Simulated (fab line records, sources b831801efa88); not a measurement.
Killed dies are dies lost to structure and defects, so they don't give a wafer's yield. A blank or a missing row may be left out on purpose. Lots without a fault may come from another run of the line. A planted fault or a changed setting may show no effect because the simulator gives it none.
fab line records | flow sky130
record lots=15 wafers=45 last_day=50
route steps=708 shown METAL3@563 CAP2M@604 METAL4@632
lots that met no fault: from a run of the same line without faults
start_h: hours from the record's first day to the start of the lot's first wafer shown | wait_h: hours since the lot's step before | " the same as in the row above | L1.1+2: a row that stands for several wafers | - no value, or no start given | * or withheld: withheld | < > ~ a bound
route shown NAME@n: a module of which the file shows steps, and the number in the route of the first | usual: mean/standard deviation of fault-free wafers | same: alike in all rows | chamber/n: place in a boat | sites: the reading at each site | _std_site: their standard deviation | _edge_site: outer sites' mean less inner sites' | radius_mm: how far each site lies from the wafer's centre | mask NAME#n: copy n | behind: the tool/chamber that last shaped the wafer | hold: why the lot was held/for how many hours/how that ended | device: the transistor (n, p or np) that didn't switch | end of line: the same wafers' tests at the end of the route | a step without rows: its recipe alone | killed: dies lost to structure and defects at the first sort, not the wafer's yield | map: a wafer's dies, x killed, . not, _ none there
set.NAME: the setting as run; set.NAME@STEP: as run at that earlier step | model.NAME: the simulator's own value behind a step, which no gauge read
steps of the route over a sample of lots; a table a step, a row a wafer
services: from which hour (start_h, from the record's first day; less than 0 if before it) a tool's chamber was out of use, for how many hours, and why
## steps
# step SKY_METAL3_CD_MEAS_13
# recipe target_cd_nm=300
# usual cd_nm=300.4/1.4
# columns lot.wafer tool chamber start_h wait_h cd_nm
L387.4 cd_sem-02 - 914.59 - 299.6
L387.5 " - " " 300.1
L387.6 " - " " 297.3
L386.2 cd_sem-01 - 918.75 - 300.7
L386.3 " - " " 301.4
L386.4 " - " " 301.1
L388.1 cd_sem-02 - 928.63 - 299.9
L388.2 " - " " 299.2
L388.4 " - " " 299.8
L389.1 cd_sem-02 - 932.88 - 301.0
L389.2 " - " " 300.3
L389.5 " - " " 299.8
L393.4 cd_sem-01 - 955.18 - 299.5
L393.5 " - " " 300.1
L393.6 " - " " 300.2
L394.4 cd_sem-02 - 963.38 - 300.0
L394.5 " - " " 300.2
L394.6 " - " " 300.5
L395.1 cd_sem-02 - 969.22 - 299.9
L395.2 " - " " 300.7
L395.3 " - " " 301.0
L396.3 cd_sem-01 - 975.26 - 300.1
L396.5 " - " " 300.1
L396.6 " - " " 299.7
L398.1 cd_sem-02 - 989.43 - 301.2
L398.2 " - " " 301.2
L398.5 " - " " 300.9
L399.3 cd_sem-02 - 995.91 - 300.4
L399.4 " - " " 298.1
L399.6 " - " " 298.8
L404.1 cd_sem-02 - 1033.07 - 300.4
L404.4 " - " " 299.7
L404.5 " - " " 301.6
L406.1 cd_sem-01 - 1037.23 - 304.7
L406.3 " - " " 303.8
L406.4 " - " " 304.1
L407.1 cd_sem-01 - 1050.92 - 299.2
L407.3 " - " " 299.6
L407.6 " - " " 298.6
L408.1 cd_sem-02 - 1059.37 - 303.5
L408.2 " - " " 302.6
L408.3 " - " " 302.4
L409.3 cd_sem-01 - 1068.16 - 299.3
L409.4 " - " " 299.8
L409.6 " - " " 298.7
# step SKY_METAL3_ETCH_16
# recipe chemistry=N2/H2 target=BARC ion_energy_ev=200 bias_w=100 pressure_mtorr=30 n2_flow_sccm=100 h2_flow_sccm=200 icp_w=500 stop_on=SiO2 time_s=88.2 target_depth_a=600
# usual bias_w=100.0/0.3 chamber_pressure_mTorr=30.001/0.025 drypump_motor_current_A=5.6/0.43 oes_product_au=0.626/0.0047 throttle_valve_pct=13.203/0.0096
# columns lot.wafer tool chamber start_h wait_h bias_w chamber_pressure_mTorr drypump_motor_current_A oes_product_au rf_hours_counter_h throttle_valve_pct
L387.4 rie_metal-01 0 914.75 0.0 100.1 30.001 5.3 0.625 - 13.186
L387.5 " 1 " " 100.2 29.994 5.7 0.624 - 13.211
L387.6 " 0 " " 100.2 30.006 5.3 0.621 - 13.210
L386.2 rie_metal-03 0 918.92 0.0 99.3 30.046 5.5 0.626 20 13.221
L386.3 " 0 " " 99.8 30.017 5.5 0.620 - 13.204
L386.4 " 1 " " 99.7 29.999 5.7 0.629 - 13.203
L388.1 rie_metal-01 0 928.82 0.0 99.8 30.001 5.3 0.631 11 13.196
L388.2 " 1 " " 100.3 30.013 5.7 0.624 16 13.217
L388.4 " 1 " " 100.1 30.005 5.7 0.627 - 13.199
L389.1 rie_metal-03 1 933.10 0.1 100.2 29.980 5.7 0.631 5 13.212
L389.2 " 1 " " 100.1 30.010 5.7 0.622 - 13.202
L389.5 " 1 " " 100.2 30.060 5.7 0.634 - 13.214
L393.4 rie_metal-02 1 955.44 0.1 99.9 30.005 5.2 0.616 - 13.197
L393.5 " 1 " " 99.8 29.969 5.2 0.622 - 13.193
L393.6 " 1 " " 100.2 30.042 5.2 0.625 - 13.191
L394.4 rie_metal-01 1 963.54 0.0 100.7 29.978 5.7 0.623 - 13.196
L394.5 " 0 " " 99.8 30.034 5.3 0.636 - 13.205
L394.6 " 1 " " 100.1 29.964 5.7 0.623 - 13.205
L395.1 rie_metal-01 1 969.41 0.0 100.5 29.970 5.7 0.638 19 13.194
L395.2 " 0 " " 100.0 29.999 5.2 0.627 13 13.223
L395.3 " 1 " " 100.4 30.023 5.7 0.625 - 13.185
L396.3 rie_metal-02 1 975.44 0.0 100.5 30.022 5.2 0.621 - 13.191
L396.5 " 0 " " 100.1 30.025 6.4 0.635 - 13.198
L396.6 " 1 " " 100.0 30.029 5.2 0.618 - 13.207
L398.1 rie_metal-01 1 989.62 0.0 100.3 30.025 5.7 0.632 20 13.207
L398.2 " 0 " " 100.5 30.006 5.3 0.624 14 13.215
L398.5 " 0 " " 99.8 30.011 5.3 0.621 - 13.194
L399.3 rie_metal-02 0 996.09 0.0 99.6 30.014 6.4 0.623 - 13.209
L399.4 " 1 " " 99.8 30.036 5.2 0.619 - 13.219
L399.6 " 0 " " 99.8 29.980 6.4 0.620 - 13.207
L404.1 rie_metal-02 0 1033.26 0.0 99.4 29.993 6.4 0.624 4 13.190
L404.4 " 0 " " 100.0 29.988 6.4 0.627 - 13.207
L404.5 " 1 " " 99.8 30.057 5.2 0.620 - 13.199
L406.1 rie_metal-02 1 1037.42 0.0 99.7 29.998 5.2 0.629 8 13.218
L406.3 " 0 " " 99.6 30.008 6.4 0.630 - 13.214
L406.4 " 1 " " 99.6 30.008 5.2 0.631 - 13.215
L407.1 rie_metal-02 0 1051.11 0.0 99.8 29.959 6.5 0.631 5 13.203
L407.3 " 1 " " 99.9 29.990 5.2 0.627 - 13.215
L407.6 " 1 " " 100.5 29.970 5.2 0.625 - 13.201
L408.1 rie_metal-03 0 1059.56 0.0 100.2 29.927 5.4 0.626 6 13.199
L408.2 " 1 " " 100.1 29.993 5.7 0.629 13 13.210
L408.3 " 1 " " 100.6 30.001 5.7 0.621 - 13.186
L409.3 rie_metal-02 0 1068.35 0.0 99.9 30.027 6.4 0.621 - 13.209
L409.4 " 1 " " 100.5 29.970 5.2 0.630 - 13.211
L409.6 " 1 " " 100.1 30.019 5.2 0.626 - 13.202
# step SKY_CAP2M_THK_MEAS_01
# recipe reads=SiO2_of_CAP2M_CVD_00
# usual CAP2M_CVD_00_THK=15.45/0.18
# columns lot.wafer tool chamber start_h wait_h CAP2M_CVD_00_THK[nm]
L387.4 film_metro-04 - 943.21 - 15.52
L387.5 " - " " 15.43
L387.6 " - " " 15.47
L386.2 film_metro-04 - 946.78 - 15.37
L386.3 " - " " 15.30
L386.4 " - " " 15.49
L388.1 film_metro-01 - 956.53 - 15.26
L388.2 " - " " 15.37
L388.4 " - " " 15.61
L389.1 film_metro-02 - 960.73 - 15.60
L389.2 " - " " 15.36
L389.5 " - " " 15.56
L393.4 film_metro-02 - 982.48 - 15.72
L393.5 " - " " 15.55
L393.6 " - " " 15.52
L394.4 film_metro-02 - 990.64 - 15.66
L394.5 " - " " 15.56
L394.6 " - " " 15.72
L395.1 film_metro-02 - 996.86 - 15.39
L395.2 " - " " 15.55
L395.3 " - " " 15.41
L396.3 film_metro-02 - 1001.94 - 15.44
L396.5 " - " " 15.61
L396.6 " - " " 15.46
L398.1 film_metro-04 - 1015.98 - 15.44
L398.2 " - " " 15.39
L398.5 " - " " 15.55
L399.3 film_metro-02 - 1022.65 - 15.09
L399.4 " - " " 15.46
L399.6 " - " " 15.36
L404.1 film_metro-02 - 1058.57 - 15.30
L404.4 " - " " 15.16
L404.5 " - " " 15.44
L406.1 film_metro-04 - 1063.09 - 15.20
L406.3 " - " " 15.38
L406.4 " - " " 15.51
L407.1 film_metro-04 - 1076.96 - 15.15
L407.3 " - " " 15.09
L407.6 " - " " 15.47
L408.1 film_metro-04 - 1084.00 - 15.29
L408.2 " - " " 15.32
L408.3 " - " " 15.15
L409.3 film_metro-02 - 1092.68 - 15.19
L409.4 " - " " 15.46
L409.6 " - " " 15.55
# step SKY_METAL4_ETCH_16
# recipe chemistry=N2/H2 target=BARC ion_energy_ev=200 bias_w=100 pressure_mtorr=30 n2_flow_sccm=100 h2_flow_sccm=200 icp_w=500 stop_on=SiO2 time_s=88.2 target_depth_a=600
# usual bias_w=100.02/0.27 chamber_pressure_mTorr=30.001/0.026 drypump_motor_current_A=5.6/0.32 oes_product_au=0.626/0.0047 throttle_valve_pct=13.205/0.0092
# columns lot.wafer tool chamber start_h wait_h bias_w chamber_pressure_mTorr drypump_motor_current_A oes_product_au rf_hours_counter_h throttle_valve_pct
L387.4 rie_metal-01 0 992.05 0.0 99.67 30.036 5.3 0.627 - 13.210
L387.5 " 1 " " 99.74 29.997 5.7 0.632 - 13.204
L387.6 " 0 " " 100.26 29.977 5.2 0.635 - 13.217
L386.2 rie_metal-01 1 995.71 0.0 99.72 30.022 5.7 0.623 20 13.215
L386.3 " 1 " " 99.70 30.002 5.7 0.629 - 13.197
L386.4 " 0 " " 99.89 29.985 5.3 0.629 - 13.215
L388.1 rie_metal-03 0 1004.37 0.0 100.08 30.032 5.5 0.627 3 13.208
L388.2 " 1 " " 100.07 30.037 5.7 0.627 9 13.208
L388.4 " 0 " " 99.86 30.026 5.5 0.624 - 13.202
L389.1 rie_metal-04 0 1008.62 0.0 100.08 29.960 6.4 0.633 8 13.234
L389.2 " 1 " " 100.04 29.987 5.3 0.632 12 13.205
L389.5 " 0 " " 100.33 29.999 6.4 0.615 - 13.223
L393.4 rie_metal-01 0 1028.84 0.0 100.29 29.996 5.3 0.626 - 13.213
L393.5 " 1 " " 99.78 30.048 5.7 0.622 - 13.206
L393.6 " 0 " " 99.85 30.024 5.3 0.624 - 13.190
L394.4 rie_metal-01 0 1037.24 0.0 99.86 29.999 5.3 0.629 - 13.203
L394.5 " 0 " " 99.86 30.016 5.3 0.628 - 13.203
L394.6 " 1 " " 99.60 29.995 5.7 0.631 - 13.202
L395.1 rie_metal-04 0 1044.01 0.0 100.06 30.016 6.4 0.627 10 13.218
L395.2 " 1 " " 100.31 30.055 5.3 0.638 14 13.198
L395.3 " 0 " " 99.96 29.968 6.4 0.611 - 13.198
L396.3 rie_metal-04 1 1048.10 0.0 100.04 30.034 5.3 0.623 - 13.201
L396.5 " 0 " " 99.70 30.029 6.4 0.627 - 13.211
L396.6 " 1 " " 99.77 30.001 5.3 0.626 - 13.198
L398.1 rie_metal-03 1 1060.27 0.0 99.78 29.966 5.8 0.619 13 13.208
L398.2 " 0 " " 100.17 29.992 5.5 0.622 7 13.203
L398.5 " 1 " " 99.65 29.966 5.7 0.634 - 13.204
L399.3 rie_metal-03 0 1067.05 0.0 99.83 30.010 5.5 0.621 - 13.203
L399.4 " 1 " " 100.23 29.999 5.7 0.622 - 13.207
L399.6 " 0 " " 100.10 30.067 5.5 0.630 - 13.196
L404.1 rie_metal-03 1 1102.11 0.0 99.93 30.020 5.7 0.624 16 13.213
L404.4 " 0 " " 99.86 29.987 5.4 0.629 - 13.216
L404.5 " 0 " " 99.79 30.043 5.5 0.634 - 13.190
L406.1 rie_metal-01 0 1106.01 0.0 - - - - - -
L406.3 " 0 " " - - - - - -
L406.4 " 1 " " - - - - - -
L407.1 rie_metal-01 0 1118.59 0.1 - - - - - -
L407.3 " 0 " " - - - - - -
L407.6 " 0 " " - - - - - -
L408.1 rie_metal-04 0 1126.62 0.0 - - - - - -
L408.2 " 1 " " - - - - - -
L408.3 " 1 " " - - - - - -
L409.3 rie_metal-01 0 1134.02 0.1 100.26 29.976 5.3 0.627 - 13.200
L409.4 " 0 " " 100.19 29.971 5.3 0.627 - 13.219
L409.6 " 0 " " 100.18 30.021 5.3 0.618 - 13.196
# step SKY_METAL4_ETCH_17
# recipe target=SiO2 stop_on=TiN chemistry=C4F8/O2/Ar source_w=1500 bias_w=1200 pressure_mtorr=40 c4f8_flow_sccm=withheld O2_flow_sccm=6 Ar_flow_sccm=300 time_s=3.9 target_depth_a=150
# usual bias_w=1200/3.7 chamber_pressure_mTorr=40.00/0.034 oes_product_au=0.753/0.0063
# columns lot.wafer tool chamber start_h wait_h bias_w chamber_pressure_mTorr oes_product_au rf_hours_counter_h
L387.4 rie_diel-03 0 992.12 0.0 1201 39.99 0.765 21
L387.5 " 2 " " 1198 39.97 0.755 -
L387.6 " 1 " " 1205 39.99 0.757 -
L386.2 rie_diel-04 0 995.81 0.1 1210 39.96 0.757 19
L386.3 " 3 " " 1206 39.95 0.750 12
L386.4 " 2 " " 1197 39.97 0.743 8
L388.1 rie_diel-04 2 1004.47 0.1 1202 40.04 0.749 8
L388.2 " 3 " " 1196 40.03 0.752 12
L388.4 " 0 " " 1200 40.02 0.751 20
L389.1 rie_diel-03 3 1008.72 0.1 1203 40.01 0.750 13
L389.2 " 2 " " 1197 39.96 0.736 10
L389.5 " 2 " " 1190 40.05 0.752 -
L393.4 rie_diel-03 2 1028.91 0.0 1204 40.00 0.761 -
L393.5 " 3 " " 1199 40.04 0.754 -
L393.6 " 0 " " 1197 40.01 0.755 -
L394.4 rie_diel-04 1 1037.31 0.0 1197 39.98 0.761 24
L394.5 " 1 " " 1196 39.97 0.757 -
L394.6 " 2 " " 1203 39.98 0.762 -
L395.1 rie_diel-02 1 1044.11 0.1 1202 39.97 0.758 14
L395.2 " 2 " " 1203 40.01 0.756 9
L395.3 " 3 " " 1199 40.00 0.757 18
L396.3 rie_diel-03 1 1048.17 0.0 1195 40.00 0.754 0
L396.5 " 0 " " 1205 40.02 0.750 -
L396.6 " 1 " " 1196 39.97 0.742 -
L398.1 rie_diel-04 2 1060.37 0.1 1198 40.00 0.756 10
L398.2 " 3 " " 1195 40.04 0.753 14
L398.5 " 1 " " 1201 40.01 0.764 -
L399.3 rie_diel-03 3 1067.12 0.0 1201 40.00 0.752 16
L399.4 " 1 " " 1200 39.99 0.757 -
L399.6 " 2 " " 1202 39.92 0.753 -
L404.1 rie_diel-02 3 1102.21 0.1 1200 40.03 0.754 20
L404.4 " 1 " " 1200 40.02 0.742 16
L404.5 " 0 " " 1202 39.97 0.756 -
L406.1 rie_diel-03 1 1106.11 0.1 1201 39.96 0.374 2
L406.3 " 3 " " 1196 40.03 0.369 17
L406.4 " 0 " " 1197 40.04 0.372 1
L407.1 rie_diel-03 1 1118.79 0.2 1200 39.93 0.379 2
L407.3 " 3 " " 1197 40.01 0.376 18
L407.6 " 3 " " 1197 40.05 0.382 -
L408.1 rie_diel-03 0 1126.72 0.1 1203 39.94 0.367 1
L408.2 " 3 " " 1201 40.00 0.374 18
L408.3 " 1 " " 1202 40.03 0.375 3
L409.3 rie_diel-03 0 1134.15 0.1 1205 40.02 0.754 2
L409.4 " 1 " " 1194 39.99 0.756 3
L409.6 " 1 " " 1195 40.02 0.746 -
# step SKY_METAL4_STRIP_19
# recipe chemistry=O2/N2 power_w=1400 pressure_mtorr=1500 platen_temp_c=withheld o2_flow_sccm=3000 n2_flow_sccm=300 overash_fraction=0.5
# usual drypump_motor_current_A=5.71/0.14 oes_product_au=0.503/0.0053 strip_time_to_endpoint_s=6.56/0.078
# columns lot.wafer tool chamber start_h wait_h drypump_motor_current_A oes_product_au rf_hours_counter_h strip_time_to_endpoint_s
L387.4 plasma_asher-02 0 992.35 0.1 5.58 0.501 - 6.45
L387.5 " 0 " " 5.61 0.498 - 6.55
L387.6 " 1 " " 5.90 0.494 - 6.47
L386.2 plasma_asher-02 0 996.01 0.1 5.61 0.505 85 6.49
L386.3 " 0 " " 5.60 0.506 - 6.60
L386.4 " 1 " " 5.86 0.502 - 6.42
L388.1 plasma_asher-01 1 1004.67 0.1 5.70 0.494 57 6.58
L388.2 " 0 " " 5.48 0.514 57 6.72
L388.4 " 0 " " 5.49 0.500 - 6.49
L389.1 plasma_asher-02 0 1008.92 0.1 5.61 0.510 86 6.63
L389.2 " 1 " " 5.90 0.496 86 6.47
L389.5 " 1 " " 5.87 0.508 - 6.61
L393.4 plasma_asher-04 1 1029.13 0.1 5.89 0.515 - 6.71
L393.5 " 0 " " 5.74 0.499 - 6.65
L393.6 " 1 " " 5.87 0.496 - 6.70
L394.4 plasma_asher-01 0 1037.54 0.1 5.51 0.502 - 6.59
L394.5 " 1 " " 5.76 0.501 - 6.59
L394.6 " 0 " " 5.51 0.507 - 6.63
L395.1 plasma_asher-04 0 1044.30 0.1 5.75 0.513 121 6.57
L395.2 " 1 " " 5.88 0.506 121 6.61
L395.3 " 0 " " 5.74 0.510 - 6.59
L396.3 plasma_asher-01 1 1048.40 0.1 5.73 0.507 - 6.63
L396.5 " 0 " " 5.49 0.510 - 6.65
L396.6 " 1 " " 5.75 0.511 - 6.61
L398.1 plasma_asher-01 1 1060.57 0.1 5.74 0.497 63 6.54
L398.2 " 0 " " 5.50 0.511 63 6.67
L398.5 " 1 " " 5.73 0.508 - 6.71
L399.3 plasma_asher-01 0 1067.35 0.1 5.49 0.508 - 6.55
L399.4 " 1 " " 5.72 0.511 - 6.76
L399.6 " 0 " " 5.51 0.504 - 6.65
L404.1 plasma_asher-04 0 1102.58 0.3 5.75 0.505 4 6.61
L404.4 " 0 " " 5.75 0.509 - 6.64
L404.5 " 1 " " 5.86 0.507 - 6.61
L406.1 plasma_asher-02 1 1106.48 0.3 5.86 0.522 95 6.96
L406.3 " 1 " " 5.85 0.522 - 6.99
L406.4 " 0 " " 5.62 0.528 - 7.00
L407.1 plasma_asher-02 0 1118.98 0.1 5.65 0.521 96 7.00
L407.3 " 0 " " 5.63 0.521 - 6.92
L407.6 " 0 " " 5.64 0.527 - 7.08
L408.1 plasma_asher-02 0 1127.21 0.4 5.61 0.516 97 7.01
L408.2 " 1 " " 5.86 0.522 97 6.98
L408.3 " 0 " " 5.59 0.520 - 7.03
L409.3 plasma_asher-04 1 1134.38 0.1 5.87 0.494 - 6.52
L409.4 " 0 " " 5.75 0.501 - 6.50
L409.6 " 0 " " 5.74 0.502 - 6.57
## services
# columns tool chamber start_h hours kind
rie_diel-03 - 893.42 2.8 pm
plasma_asher-04 - 899.08 2.8 pm
plasma_asher-01 - 919.90 4.3 pm
rie_metal-03 - 959.78 0.1 repair
rie_diel-02 3 974.01 12.0 repair
rie_metal-03 - 988.28 4.3 pm
rie_metal-02 - 1000.08 1.2 repair
plasma_asher-02 - 1001.02 6.4 repair
rie_diel-03 3 1003.14 3.2 repair
rie_metal-04 - 1033.62 2.8 pm
plasma_asher-04 - 1055.25 9.0 pm
rie_diel-04 3 1062.01 1.8 repair
rie_diel-04 3 1066.56 6.9 repair
plasma_asher-02 - 1081.60 10.9 repair
rie_diel-02 - 1090.71 2.8 pm
rie_metal-01 1 1093.26 3.6 repair
plasma_asher-02 - 1094.85 2.6 repair
plasma_asher-04 - 1094.92 4.0 repair
rie_metal-02 0 1095.10 13.4 repair
rie_metal-03 - 1096.40 2.8 pm
rie_metal-01 1 1111.58 - clean
rie_diel-03 2 1115.20 13.1 repair
rie_metal-03 0 1121.30 18.7 repair
plasma_asher-01 - 1132.28 2.8 pm
## key
first_sign step=SKY_METAL4_ETCH_16 reading=tool_record direction=missing
effect step=SKY_METAL4_ETCH_17 reading=oes_product_au direction=down sigmas=60 usual=0.753 struck=0.374
effect step=SKY_METAL4_STRIP_19 reading=strip_time_to_endpoint_s direction=up sigmas=5.6 usual=* struck=*
met_at SKY_METAL4_ETCH_16
struck_lots L406,L407,L408
later_rows_left_out L406.1,L406.3,L406.4,L407.1,L407.3,L407.6,L408.1,L408.2,L408.3
sort_left_out L406.1,L406.3,L406.4,L407.1,L407.3,L407.6,L408.1,L408.2,L408.3
not_acting_at SKY_METAL3_CD_MEAS_13,SKY_METAL3_ETCH_16,SKY_CAP2M_THK_MEAS_01
onset_between 1048.10 1106.01
fault kind=skipped_step_whole tool=rie_metal-01,rie_metal-04 chamber=- onset_h=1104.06 steps=SKY_METAL4_ETCH_16 scope=struck_lots_only
# sort_left_out: the simulated sort isn't trusted on such a fault, so these wafers' sort isn't shown, and their yield isn't known
# later_rows_left_out: the simulator's readings of these wafers behind a module that went badly wrong aren't trusted and aren't shown, but for the sort
